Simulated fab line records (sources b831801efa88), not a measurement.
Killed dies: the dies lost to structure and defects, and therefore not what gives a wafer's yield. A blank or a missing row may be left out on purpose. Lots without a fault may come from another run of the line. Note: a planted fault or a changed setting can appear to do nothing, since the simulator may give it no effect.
fab line records    flow sky130
record lots=24  wafers=72  lastDay=50
route steps=708 shown CONTACT@432 VIA1@471 METAL2@487 VIA2@529 CAPM@541
lots with no fault: from the same line, run without faults
startH: hours from the record's first day to the start of the lot's first wafer shown    waitH: hours from the lot's prior step to this one    " unchanged from the row above    L1.1+2: one row covering several wafers at once    - either no value or no given start    * or withheld: withheld    < > ~ a bound
route shown NAME@n: names a module that has steps shown in the file, with the first one's number in the route    usual: mean/standard deviation taken from wafers without a fault    same: alike in all rows    chamber/n: place in a boat    sites: the reading at each site    _std_site: the values' standard deviation    _edge_site: mean of outer sites minus mean of inner sites    radiusMm: how far each site lies from the wafer's centre    mask NAME#n: copy n    behind: tool/chamber where the wafer was last shaped    hold: what put the lot on hold/how long, in hours/how the hold closed    device: transistor that didn't switch, given as n, p or np    end of line: at the end of the route, the tests of the same wafers    step lacking rows: just its recipe    killed: dies lost to structure and defects at the first sort, not the wafer's yield    map: a wafer's dies, x killed, . not, _ none there
set.NAME: setting as actually run; set.NAME@STEP: the setting as run at that earlier step    model.NAME: the simulator's own value behind a step, which no gauge read
one table for each step of the route and one row for each wafer, over a sample of lots
services: a tool's chamber out of use, with start hour (startH, from the record's first day; less than 0 if before it), hours out, and reason
## steps
# step SKY_CONTACT_THK_MEAS_26
# recipe thkMeasGauge=xrf  reads=W_of_CONTACT_CVD_24
# usual CONTACT_W_THK=348/6.1
lot.wafer  tool          chamber  startH  waitH  CONTACT_W_THK[nm]
L074.2     filmMetro-02  -        732.67  0.1    351
L074.3     "             -        "       "      348
L074.4     "             -        "       "      356
L077.1     filmMetro-01  -        746.06  0.1    356
L077.4     "             -        "       "      349
L077.6     "             -        "       "      351
L075.1     filmMetro-04  -        747.27  0.1    353
L075.5     "             -        "       "      352
L075.6     "             -        "       "      347
L076.2     filmMetro-01  -        752.01  0.1    343
L076.5     "             -        "       "      342
L076.6     "             -        "       "      354
L078.2     filmMetro-01  -        756.36  0.1    343
L078.3     "             -        "       "      342
L078.6     "             -        "       "      348
L079.1     filmMetro-01  -        759.57  0.1    340
L079.2     "             -        "       "      351
L079.3     "             -        "       "      343
L080.1     filmMetro-01  -        776.73  0.1    349
L080.3     "             -        "       "      349
L080.4     "             -        "       "      359
L081.2     filmMetro-01  -        791.08  0.1    360
L081.3     "             -        "       "      358
L081.4     "             -        "       "      345
L082.2     filmMetro-01  -        792.49  0.1    344
L082.4     "             -        "       "      349
L082.6     "             -        "       "      344
L083.3     filmMetro-02  -        799.70  0.1    344
L083.4     "             -        "       "      356
L083.5     "             -        "       "      342
L084.2     filmMetro-02  -        811.24  0.1    359
L084.3     "             -        "       "      355
L084.5     "             -        "       "      340
L085.3     filmMetro-04  -        832.48  0.1    354
L085.5     "             -        "       "      345
L085.6     "             -        "       "      352
L086.1     filmMetro-04  -        836.30  0.1    358
L086.2     "             -        "       "      344
L086.4     "             -        "       "      346
L087.1     filmMetro-04  -        837.26  0.1    348
L087.3     "             -        "       "      342
L087.4     "             -        "       "      353
L088.1     filmMetro-01  -        842.27  0.1    337
L088.3     "             -        "       "      335
L088.5     "             -        "       "      337
L089.2     filmMetro-04  -        848.27  0.1    338
L089.4     "             -        "       "      342
L089.5     "             -        "       "      351
L090.1     filmMetro-01  -        859.82  0.1    349
L090.2     "             -        "       "      346
L090.6     "             -        "       "      345
L091.2     filmMetro-02  -        863.12  0.1    358
L091.3     "             -        "       "      349
L091.6     "             -        "       "      357
L092.1     filmMetro-01  -        865.65  0.1    334
L092.3     "             -        "       "      342
L092.5     "             -        "       "      335
L093.1     filmMetro-01  -        875.40  0.1    345
L093.3     "             -        "       "      344
L093.6     "             -        "       "      347
L094.1     filmMetro-04  -        892.57  0.1    341
L094.5     "             -        "       "      346
L094.6     "             -        "       "      349
L095.3     filmMetro-01  -        894.33  0.1    346
L095.4     "             -        "       "      344
L095.6     "             -        "       "      342
L096.3     filmMetro-01  -        902.14  0.1    355
L096.4     "             -        "       "      345
L096.6     "             -        "       "      355
L097.2     filmMetro-02  -        914.49  0.1    340
L097.3     "             -        "       "      344
L097.5     "             -        "       "      341
# step SKY_VIA1_OVL_MEAS_13
# usual VIA1_OVL=2/5.6
lot.wafer  tool        chamber  startH  waitH  VIA1_OVL[nm]
L074.2     overlay-01  -        786.58  0.1    2
L074.3     "           -        "       "      -2
L074.4     "           -        "       "      5
L077.1     overlay-01  -        799.94  0.1    -2
L077.4     "           -        "       "      -7
L077.6     "           -        "       "      1
L075.1     overlay-02  -        802.71  0.1    -3
L075.5     "           -        "       "      2
L075.6     "           -        "       "      7
L076.2     overlay-02  -        806.33  0.1    1
L076.5     "           -        "       "      8
L076.6     "           -        "       "      -7
L078.2     overlay-02  -        811.33  0.1    12
L078.3     "           -        "       "      9
L078.6     "           -        "       "      8
L079.1     overlay-02  -        814.42  0.1    -2
L079.2     "           -        "       "      -7
L079.3     "           -        "       "      -3
L080.1     overlay-01  -        831.76  0.1    6
L080.3     "           -        "       "      1
L080.4     "           -        "       "      3
L081.2     overlay-01  -        846.35  0.1    5
L081.3     "           -        "       "      13
L081.4     "           -        "       "      -3
L082.2     overlay-01  -        848.33  0.1    -2
L082.4     "           -        "       "      5
L082.6     "           -        "       "      9
L083.3     overlay-01  -        855.20  0.1    0
L083.4     "           -        "       "      1
L083.5     "           -        "       "      6
L084.2     overlay-01  -        867.15  0.1    -3
L084.3     "           -        "       "      6
L084.5     "           -        "       "      4
L085.3     overlay-02  -        888.59  0.1    4
L085.5     "           -        "       "      -1
L085.6     "           -        "       "      -7
L086.1     overlay-02  -        892.94  0.1    12
L086.2     "           -        "       "      13
L086.4     "           -        "       "      12
L087.1     overlay-01  -        893.61  0.1    -5
L087.3     "           -        "       "      2
L087.4     "           -        "       "      -2
L088.1     overlay-01  -        898.28  0.1    -1
L088.3     "           -        "       "      4
L088.5     "           -        "       "      7
L089.2     overlay-02  -        903.68  0.1    4
L089.4     "           -        "       "      1
L089.5     "           -        "       "      10
L090.1     overlay-01  -        915.42  0.1    0
L090.2     "           -        "       "      -5
L090.6     "           -        "       "      -10
L091.2     overlay-01  -        918.27  0.1    4
L091.3     "           -        "       "      5
L091.6     "           -        "       "      -1
L092.1     overlay-01  -        921.86  0.1    9
L092.3     "           -        "       "      -1
L092.5     "           -        "       "      0
L093.1     overlay-01  -        929.96  0.1    2
L093.3     "           -        "       "      9
L093.6     "           -        "       "      -1
L094.1     overlay-02  -        946.76  0.1    8
L094.5     "           -        "       "      11
L094.6     "           -        "       "      -8
L095.3     overlay-01  -        947.75  0.1    -2
L095.4     "           -        "       "      6
L095.6     "           -        "       "      5
L096.3     overlay-02  -        954.29  0.1    10
L096.4     "           -        "       "      -3
L096.6     "           -        "       "      -1
L097.2     overlay-02  -        966.13  0.1    6
L097.3     "           -        "       "      14
L097.5     "           -        "       "      6
# step SKY_METAL2_SPUTTER_04
# recipe material=TiN  targetThkNm=70  powerW=6500  timeS=58.3  chamberPressurePa=0.4
# usual throttleValvePct=29.6/0.97
lot.wafer  tool           chamber  startH  waitH  throttleValvePct
L074.2     pvdSputter-02  -        788.03  0.0    31.4
L074.3     "              -        "       "      31.1
L074.4     "              -        "       "      30.7
L077.1     pvdSputter-03  -        801.42  0.0    28.6
L077.4     "              -        "       "      28.6
L077.6     "              -        "       "      28.7
L075.1     pvdSputter-03  -        804.25  0.0    28.9
L075.5     "              -        "       "      28.8
L075.6     "              -        "       "      28.8
L076.2     pvdSputter-03  -        807.99  0.0    28.8
L076.5     "              -        "       "      29.2
L076.6     "              -        "       "      28.8
L078.2     pvdSputter-03  -        812.80  0.0    28.7
L078.3     "              -        "       "      28.9
L078.6     "              -        "       "      28.7
L079.1     pvdSputter-03  -        815.88  0.0    28.5
L079.2     "              -        "       "      28.9
L079.3     "              -        "       "      28.8
L080.1     pvdSputter-02  -        833.23  0.0    31.4
L080.3     "              -        "       "      30.3
L080.4     "              -        "       "      31.5
L081.2     pvdSputter-03  -        847.79  0.0    28.8
L081.3     "              -        "       "      28.9
L081.4     "              -        "       "      28.7
L082.2     pvdSputter-02  -        849.77  0.0    31.2
L082.4     "              -        "       "      31.1
L082.6     "              -        "       "      30.7
L083.3     pvdSputter-04  -        857.12  0.0    29.2
L083.4     "              -        "       "      28.8
L083.5     "              -        "       "      29.6
L084.2     pvdSputter-04  -        868.62  0.0    30.6
L084.3     "              -        "       "      29.5
L084.5     "              -        "       "      29.0
L085.3     pvdSputter-04  -        890.02  0.0    29.9
L085.5     "              -        "       "      30.3
L085.6     "              -        "       "      28.8
L086.1     pvdSputter-02  -        894.38  0.0    31.0
L086.2     "              -        "       "      30.2
L086.4     "              -        "       "      30.0
L087.1     pvdSputter-03  -        895.05  0.0    28.8
L087.3     "              -        "       "      28.7
L087.4     "              -        "       "      28.9
L088.1     pvdSputter-02  -        899.75  0.0    31.3
L088.3     "              -        "       "      30.5
L088.5     "              -        "       "      31.3
L089.2     pvdSputter-03  -        905.12  0.0    28.9
L089.4     "              -        "       "      28.6
L089.5     "              -        "       "      29.0
L090.1     pvdSputter-02  -        916.87  0.0    29.6
L090.2     "              -        "       "      31.6
L090.6     "              -        "       "      30.9
L091.2     pvdSputter-02  -        919.70  0.0    31.1
L091.3     "              -        "       "      30.0
L091.6     "              -        "       "      30.4
L092.1     pvdSputter-04  -        923.30  0.0    29.0
L092.3     "              -        "       "      28.9
L092.5     "              -        "       "      28.9
L093.1     pvdSputter-04  -        931.44  0.0    29.5
L093.3     "              -        "       "      30.5
L093.6     "              -        "       "      29.1
L094.1     pvdSputter-04  -        948.42  0.0    29.1
L094.5     "              -        "       "      28.8
L094.6     "              -        "       "      30.4
L095.3     pvdSputter-04  -        949.20  0.0    29.5
L095.4     "              -        "       "      28.8
L095.6     "              -        "       "      30.5
L096.3     pvdSputter-04  -        955.73  0.0    29.0
L096.4     "              -        "       "      29.3
L096.6     "              -        "       "      28.7
L097.2     pvdSputter-03  -        967.57  0.0    29.0
L097.3     "              -        "       "      28.8
L097.5     "              -        "       "      28.6
# step SKY_METAL2_RS_MEAS_05
# recipe thkMeasGauge=four-point-probe  reads=TiN_of_METAL2_SPUTTER_04+Ti_of_METAL2_SPUTTER_03+AlCu_of_METAL2_SPUTTER_02+TiN_of_METAL2_SPUTTER_01+Ti_of_METAL2_SPUTTER_00
# usual METAL2_ALCU_RS=0.1271/0.0019
lot.wafer  tool          chamber  startH  waitH  METAL2_ALCU_RS[ohm/sq]
L074.2     filmMetro-01  -        788.10  0.0    0.1288
L074.3     "             -        "       "      0.1253
L074.4     "             -        "       "      0.1301
L077.1     filmMetro-03  -        801.47  0.0    0.1272
L077.4     "             -        "       "      0.1272
L077.6     "             -        "       "      0.1261
L075.1     filmMetro-04  -        804.30  0.0    0.1241
L075.5     "             -        "       "      0.1239
L075.6     "             -        "       "      0.1242
L076.2     filmMetro-01  -        808.06  0.0    0.1262
L076.5     "             -        "       "      0.1268
L076.6     "             -        "       "      0.1265
L078.2     filmMetro-03  -        812.87  0.0    0.1274
L078.3     "             -        "       "      0.1254
L078.6     "             -        "       "      0.1271
L079.1     filmMetro-04  -        815.93  0.0    0.1239
L079.2     "             -        "       "      0.1259
L079.3     "             -        "       "      0.1245
L080.1     filmMetro-01  -        833.28  0.0    0.1290
L080.3     "             -        "       "      0.1285
L080.4     "             -        "       "      0.1288
L081.2     filmMetro-01  -        847.86  0.0    0.1259
L081.3     "             -        "       "      0.1268
L081.4     "             -        "       "      0.1260
L082.2     filmMetro-01  -        849.83  0.0    0.1234
L082.4     "             -        "       "      0.1241
L082.6     "             -        "       "      0.1266
L083.3     filmMetro-03  -        857.20  0.1    0.1297
L083.4     "             -        "       "      0.1279
L083.5     "             -        "       "      0.1287
L084.2     filmMetro-03  -        868.69  0.0    0.1268
L084.3     "             -        "       "      0.1287
L084.5     "             -        "       "      0.1278
L085.3     filmMetro-01  -        890.10  0.1    0.1320
L085.5     "             -        "       "      0.1298
L085.6     "             -        "       "      0.1306
L086.1     filmMetro-03  -        894.43  0.0    0.1270
L086.2     "             -        "       "      0.1295
L086.4     "             -        "       "      0.1286
L087.1     filmMetro-03  -        895.10  0.0    0.1268
L087.3     "             -        "       "      0.1254
L087.4     "             -        "       "      0.1279
L088.1     filmMetro-01  -        899.80  0.0    0.1253
L088.3     "             -        "       "      0.1270
L088.5     "             -        "       "      0.1246
L089.2     filmMetro-03  -        905.18  0.0    0.1286
L089.4     "             -        "       "      0.1272
L089.5     "             -        "       "      0.1302
L090.1     filmMetro-03  -        916.91  0.0    0.1276
L090.2     "             -        "       "      0.1261
L090.6     "             -        "       "      0.1247
L091.2     filmMetro-01  -        919.77  0.0    0.1265
L091.3     "             -        "       "      0.1296
L091.6     "             -        "       "      0.1300
L092.1     filmMetro-03  -        923.35  0.0    0.1296
L092.3     "             -        "       "      0.1287
L092.5     "             -        "       "      0.1288
L093.1     filmMetro-01  -        931.48  0.0    0.1285
L093.3     "             -        "       "      0.1248
L093.6     "             -        "       "      0.1265
L094.1     filmMetro-01  -        948.47  0.0    0.1256
L094.5     "             -        "       "      0.1239
L094.6     "             -        "       "      0.1232
L095.3     filmMetro-04  -        949.29  0.1    0.1264
L095.4     "             -        "       "      0.1265
L095.6     "             -        "       "      0.1260
L096.3     filmMetro-03  -        955.82  0.1    0.1288
L096.4     "             -        "       "      0.1306
L096.6     "             -        "       "      0.1286
L097.2     filmMetro-04  -        967.64  0.0    0.1252
L097.3     "             -        "       "      0.1258
L097.5     "             -        "       "      0.1277
# step SKY_VIA2_RS_MEAS_22
# recipe thkMeasGauge=four-point-probe  reads=W_of_VIA2_CVD_21+TiN_of_VIA2_SPUTTER_20
# usual VIA2_W_RS=0.275/0.0041
lot.wafer  tool          chamber  startH   waitH  VIA2_W_RS[ohm/sq]
L074.2     filmMetro-01  -        845.01   0.1    0.270
L074.3     "             -        "        "      0.268
L074.4     "             -        "        "      0.276
L077.1     filmMetro-04  -        858.50   0.1    0.270
L077.4     "             -        "        "      0.273
L077.6     "             -        "        "      0.276
L075.1     filmMetro-04  -        860.18   0.1    0.273
L075.5     "             -        "        "      0.277
L075.6     "             -        "        "      0.279
L076.2     filmMetro-02  -        864.21   0.1    0.274
L076.5     "             -        "        "      0.272
L076.6     "             -        "        "      0.271
L078.2     filmMetro-01  -        869.15   0.1    0.274
L078.3     "             -        "        "      0.270
L078.6     "             -        "        "      0.273
L079.1     filmMetro-01  -        872.11   0.1    0.273
L079.2     "             -        "        "      0.268
L079.3     "             -        "        "      0.270
L080.1     filmMetro-02  -        890.05   0.1    0.277
L080.3     "             -        "        "      0.279
L080.4     "             -        "        "      0.268
L081.2     filmMetro-02  -        903.92   0.1    0.279
L081.3     "             -        "        "      0.271
L081.4     "             -        "        "      0.277
L082.2     filmMetro-01  -        906.42   0.1    0.278
L082.4     "             -        "        "      0.278
L082.6     "             -        "        "      0.278
L083.3     filmMetro-01  -        913.23   0.1    0.277
L083.4     "             -        "        "      0.276
L083.5     "             -        "        "      0.276
L084.2     filmMetro-01  -        925.50   0.1    0.276
L084.3     "             -        "        "      0.272
L084.5     "             -        "        "      0.277
L085.3     filmMetro-02  -        944.87   0.1    0.277
L085.5     "             -        "        "      0.272
L085.6     "             -        "        "      0.276
L086.1     filmMetro-01  -        948.88   0.1    0.268
L086.2     "             -        "        "      0.266
L086.4     "             -        "        "      0.274
L087.1     filmMetro-02  -        949.74   0.1    0.282
L087.3     "             -        "        "      0.283
L087.4     "             -        "        "      0.283
L088.1     filmMetro-01  -        953.70   0.1    0.276
L088.3     "             -        "        "      0.275
L088.5     "             -        "        "      0.272
L089.2     filmMetro-04  -        957.72   0.1    0.279
L089.4     "             -        "        "      0.277
L089.5     "             -        "        "      0.276
L090.1     filmMetro-01  -        967.69   0.1    0.271
L090.2     "             -        "        "      0.280
L090.6     "             -        "        "      0.269
L091.2     filmMetro-01  -        970.92   0.1    0.276
L091.3     "             -        "        "      0.275
L091.6     "             -        "        "      0.276
L092.1     filmMetro-01  -        975.20   0.1    0.274
L092.3     "             -        "        "      0.273
L092.5     "             -        "        "      0.270
L093.1     filmMetro-01  -        982.16   0.1    0.277
L093.3     "             -        "        "      0.278
L093.6     "             -        "        "      0.275
L094.1     filmMetro-02  -        998.20   0.1    0.278
L094.5     "             -        "        "      0.277
L094.6     "             -        "        "      0.278
L095.3     filmMetro-04  -        999.42   0.1    0.273
L095.4     "             -        "        "      0.279
L095.6     "             -        "        "      0.273
L096.3     filmMetro-01  -        1005.66  0.1    0.280
L096.4     "             -        "        "      0.282
L096.6     "             -        "        "      0.281
L097.2     filmMetro-02  -        1016.98  0.1    0.276
L097.3     "             -        "        "      0.276
L097.5     "             -        "        "      0.277
# step SKY_CAPM_THK_MEAS_04
# recipe thkMeasGauge=xrf  reads=TiN_of_CAPM_SPUTTER_02
# usual CAPM_TIN_THK=199.7/2.5
lot.wafer  tool          chamber  startH   waitH  CAPM_TIN_THK[nm]
L074.2     filmMetro-01  -        845.94   0.1    201.2
L074.3     "             -        "        "      198.1
L074.4     "             -        "        "      198.0
L077.1     filmMetro-01  -        859.44   0.1    200.5
L077.4     "             -        "        "      201.5
L077.6     "             -        "        "      197.6
L075.1     filmMetro-03  -        861.13   0.1    198.2
L075.5     "             -        "        "      202.7
L075.6     "             -        "        "      200.2
L076.2     filmMetro-01  -        865.14   0.1    198.1
L076.5     "             -        "        "      195.3
L076.6     "             -        "        "      193.7
L078.2     filmMetro-03  -        870.09   0.1    201.1
L078.3     "             -        "        "      201.5
L078.6     "             -        "        "      198.1
L079.1     filmMetro-02  -        873.05   0.1    202.1
L079.2     "             -        "        "      202.8
L079.3     "             -        "        "      203.6
L080.1     filmMetro-03  -        890.99   0.1    198.5
L080.3     "             -        "        "      201.0
L080.4     "             -        "        "      198.4
L081.2     filmMetro-01  -        904.85   0.1    197.0
L081.3     "             -        "        "      197.3
L081.4     "             -        "        "      196.6
L082.2     filmMetro-01  -        907.35   0.1    197.5
L082.4     "             -        "        "      199.1
L082.6     "             -        "        "      200.5
L083.3     filmMetro-01  -        914.32   0.1    197.2
L083.4     "             -        "        "      197.7
L083.5     "             -        "        "      197.7
L084.2     filmMetro-02  -        926.43   0.1    201.8
L084.3     "             -        "        "      199.5
L084.5     "             -        "        "      204.5
L085.3     filmMetro-01  -        945.79   0.1    198.6
L085.5     "             -        "        "      197.4
L085.6     "             -        "        "      197.7
L086.1     filmMetro-03  -        949.83   0.1    203.4
L086.2     "             -        "        "      200.1
L086.4     "             -        "        "      206.1
L087.1     filmMetro-03  -        950.68   0.1    200.1
L087.3     "             -        "        "      200.0
L087.4     "             -        "        "      199.6
L088.1     filmMetro-03  -        954.64   0.1    202.7
L088.3     "             -        "        "      204.7
L088.5     "             -        "        "      203.2
L089.2     filmMetro-01  -        958.65   0.1    199.5
L089.4     "             -        "        "      200.4
L089.5     "             -        "        "      202.2
L090.1     filmMetro-01  -        968.63   0.1    197.2
L090.2     "             -        "        "      200.6
L090.6     "             -        "        "      199.0
L091.2     filmMetro-03  -        971.85   0.1    198.2
L091.3     "             -        "        "      201.4
L091.6     "             -        "        "      199.1
L092.1     filmMetro-02  -        976.14   0.1    201.5
L092.3     "             -        "        "      199.4
L092.5     "             -        "        "      198.9
L093.1     filmMetro-01  -        983.10   0.1    198.6
L093.3     "             -        "        "      203.4
L093.6     "             -        "        "      197.9
L094.1     filmMetro-01  -        999.14   0.1    203.2
L094.5     "             -        "        "      201.6
L094.6     "             -        "        "      199.8
L095.3     filmMetro-02  -        1000.35  0.1    200.0
L095.4     "             -        "        "      203.7
L095.6     "             -        "        "      198.6
L096.3     filmMetro-01  -        1006.58  0.1    201.7
L096.4     "             -        "        "      197.1
L096.6     "             -        "        "      197.6
L097.2     filmMetro-01  -        1017.93  0.1    195.5
L097.3     "             -        "        "      196.0
L097.5     "             -        "        "      194.3
## services
tool           chamber  startH  hours  kind
pvdSputter-02  -        777.75  1.7    repair
pvdSputter-03  3        794.77  -      consumableReplace:kit
pvdSputter-03  3        794.77  18.0   scheduledDown
pvdSputter-03  3        794.77  18.0   ventCycle
pvdSputter-03  -        806.33  1.3    repair
pvdSputter-02  3        832.59  -      consumableReplace:kit
pvdSputter-02  3        832.59  18.0   scheduledDown
pvdSputter-02  3        832.59  18.0   ventCycle
pvdSputter-02  -        860.05  1.9    repair
pvdSputter-03  2        941.52  -      consumableReplace:kit
pvdSputter-03  2        941.52  18.0   scheduledDown
pvdSputter-03  2        941.52  18.0   ventCycle
pvdSputter-04  0        949.25  -      consumableReplace:kit
pvdSputter-04  0        949.25  18.0   scheduledDown
pvdSputter-04  0        949.25  18.0   ventCycle
## key
fault none
